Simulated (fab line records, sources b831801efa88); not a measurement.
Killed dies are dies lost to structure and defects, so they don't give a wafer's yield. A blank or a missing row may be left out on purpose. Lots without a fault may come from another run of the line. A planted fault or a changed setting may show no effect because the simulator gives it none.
Which tool did it? | flow sky130 | 6 lots, 17 wafers sampled, at 1 step of a route of 708

WHAT THE GAUGES READ, wafer by wafer
SKY_FIELD_ISO_BOW_MEAS_00.
lot  | measured    | on            | INCOMING_BOW (um)
L309 | day 2 01:00 | film_metro-02 | 4 -4 18
L311 | day 2 11:04 | film_metro-03 | -13 5 -1
L317 | day 3 17:04 | film_metro-02 | -14 -7
L322 | day 4 18:01 | film_metro-01 | 1 1 4
L325 | day 5 09:00 | film_metro-01 | -1 3 -1
L328 | day 6 00:01 | film_metro-02 | -5 -4 -5

WHICH TOOL RAN EACH LOT (tool, then ch and the chambers of the sampled wafers, then the start)
The record holds no process step before these readings.

THE ANSWER, worked out from the rows above alone
Rule: what is usual is taken from the lots themselves. Put in order of their means at a reading, lots are off if they are a third of the lots or fewer, leave a main group of 4 or more, and stand apart from it by a gap of 3 or more times the standard deviation of the main group's means; of several such gaps the widest counts. A main group whose means are all the same, to the digits that the tables above print for the reading, isn't used. A lot without any number at a reading at which 4 lots or more have one is off too. The other lots that the step has rows for count as sound.
No lot is off at any reading shown: from this, nothing can be told.

WHAT THE SIMULATOR HAD PUT IN
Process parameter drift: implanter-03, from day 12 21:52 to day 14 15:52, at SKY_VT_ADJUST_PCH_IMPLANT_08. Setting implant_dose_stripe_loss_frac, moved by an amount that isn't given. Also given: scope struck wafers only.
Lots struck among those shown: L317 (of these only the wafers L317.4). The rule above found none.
